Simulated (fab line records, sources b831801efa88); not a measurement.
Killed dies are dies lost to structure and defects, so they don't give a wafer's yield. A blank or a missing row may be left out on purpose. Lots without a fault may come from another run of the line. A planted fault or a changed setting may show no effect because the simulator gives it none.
Which tool did it? | flow sky130 | 12 lots, 36 wafers sampled, at 1 step of a route of 708

WHAT THE GAUGES READ, wafer by wafer
SKY_VIA1_BOW_MEAS_03.
lot  | measured     | on            | VIA1_BOW (um)
L075 | day 33 05:03 | film_metro-04 | 74 82 87
L077 | day 33 17:25 | film_metro-04 | 86 97 78
L079 | day 34 16:01 | film_metro-04 | 85 73 72
L081 | day 35 08:21 | film_metro-04 | 83 75 82
L083 | day 35 15:17 | film_metro-03 | 74 82 77
L085 | day 36 10:21 | film_metro-04 | 85 75 75
L087 | day 37 00:29 | film_metro-03 | 81 83 80
L089 | day 37 13:20 | film_metro-03 | 88 77 94
L091 | day 38 12:58 | film_metro-02 | 85 71 86
L093 | day 39 00:19 | film_metro-02 | 80 76 74
L095 | day 39 04:32 | film_metro-02 | 84 90 76
L097 | day 39 14:40 | film_metro-04 | 88 64 81

WHICH TOOL RAN EACH LOT (tool, then ch and the chambers of the sampled wafers, then the start)
The record holds no process step before these readings.

THE ANSWER, worked out from the rows above alone
Rule: what is usual is taken from the lots themselves. Put in order of their means at a reading, lots are off if they are a third of the lots or fewer, leave a main group of 4 or more, and stand apart from it by a gap of 3 or more times the standard deviation of the main group's means; of several such gaps the widest counts. A main group whose means are all the same, to the digits that the tables above print for the reading, isn't used. A lot without any number at a reading at which 4 lots or more have one is off too. The other lots that the step has rows for count as sound.
No lot is off at any reading shown: from this, nothing can be told.

WHAT THE SIMULATOR HAD PUT IN
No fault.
